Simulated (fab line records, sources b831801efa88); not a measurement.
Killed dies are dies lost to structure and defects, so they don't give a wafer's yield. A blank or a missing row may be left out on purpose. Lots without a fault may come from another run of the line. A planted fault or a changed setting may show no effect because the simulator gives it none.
Chamber matching | flow sfq_line | SFQ_TRILAYER_I3_DEP_PECVD_081 on pecvd-04: 3 sister chambers
The step deposits SiO2 from SiH4/N2O, time 111.11 s, target thk 500 nm. 16 wafers are shown with their chamber, then 8 later ones without.

WAFERS WITH THEIR CHAMBER
wafer  | chamber | throttle_valve_pct (%) | heater_power_outer_w (W) | heater_power_w (W)
L721.1 | 1       | 24.2                   | 28                       | 89
L721.4 | 2       | 22.2                   | 45                       | 104
L721.5 | 0       | 23.5                   | 49                       | 114
L723.1 | 0       | 23.4                   | 44                       | 105
L723.4 | 1       | 24.5                   | 18                       | 73
L723.6 | 0       | 23.4                   | 45                       | 108
L724.1 | 2       | 22.4                   | 42                       | 99
L724.3 | 1       | 24.3                   | 28                       | 90
L724.5 | 0       | 23.6                   | 44                       | 106
L728.3 | 2       | 22.6                   | 43                       | 100
L728.4 | 2       | 22.6                   | 45                       | 104
L728.6 | 0       | 23.4                   | 35                       | 96
L730.2 | 0       | 23.6                   | 47                       | 114
L730.3 | 2       | 22.6                   | 43                       | 105
L730.6 | 2       | 22.6                   | 45                       | 106
L737.1 | 1       | 24.7                   | 20                       | 77

SIGNATURES (means of the wafers above)
reading              | chamber 0 | chamber 1 | chamber 2 | scatter within a chamber
throttle_valve_pct   | 23.483    | 24.425    | 22.500    | 0.161
heater_power_outer_w | 44.00     | 23.50     | 43.83     | 4
heater_power_w       | 107.17    | 82.25     | 103.00    | 6.1
Rule: a wafer's distance from a chamber is the root of the sum, over the readings, of the square of ((its reading less the chamber's mean) divided by the reading's scatter). The wafer belongs to the nearest chamber; if the next one is less than 2 further off, it can't be placed. The scatter: the root of (the sum of the squares of (reading less its chamber's mean) over the shown wafers, divided by (wafers less chambers)).

WAFERS WITHOUT THEIR CHAMBER
wafer  | throttle_valve_pct (%) | heater_power_outer_w (W) | heater_power_w (W)
L737.2 | 23.6                   | 49                       | 114
L737.6 | 24.8                   | 23                       | 78
L743.1 | 24.5                   | 19                       | 76
L743.2 | 23.7                   | 48                       | 111
L743.3 | 24.0                   | 50                       | 113
L744.2 | 24.8                   | 19                       | 74
L744.4 | 24.5                   | 22                       | 77
L744.5 | 23.6                   | 44                       | 111

WHICH CHAMBER EACH WENT THROUGH
wafer  | from the rows above | in truth
L737.2 | 0                   | 0
L737.6 | 1                   | 1
L743.1 | 1                   | 1
L743.2 | 0                   | 0
L743.3 | 0                   | 0
L744.2 | 1                   | 1
L744.4 | 1                   | 1
L744.5 | 0                   | 0
Placed correctly: 8 of 8. Can't be placed from these rows: 0. Placed wrongly: 0.
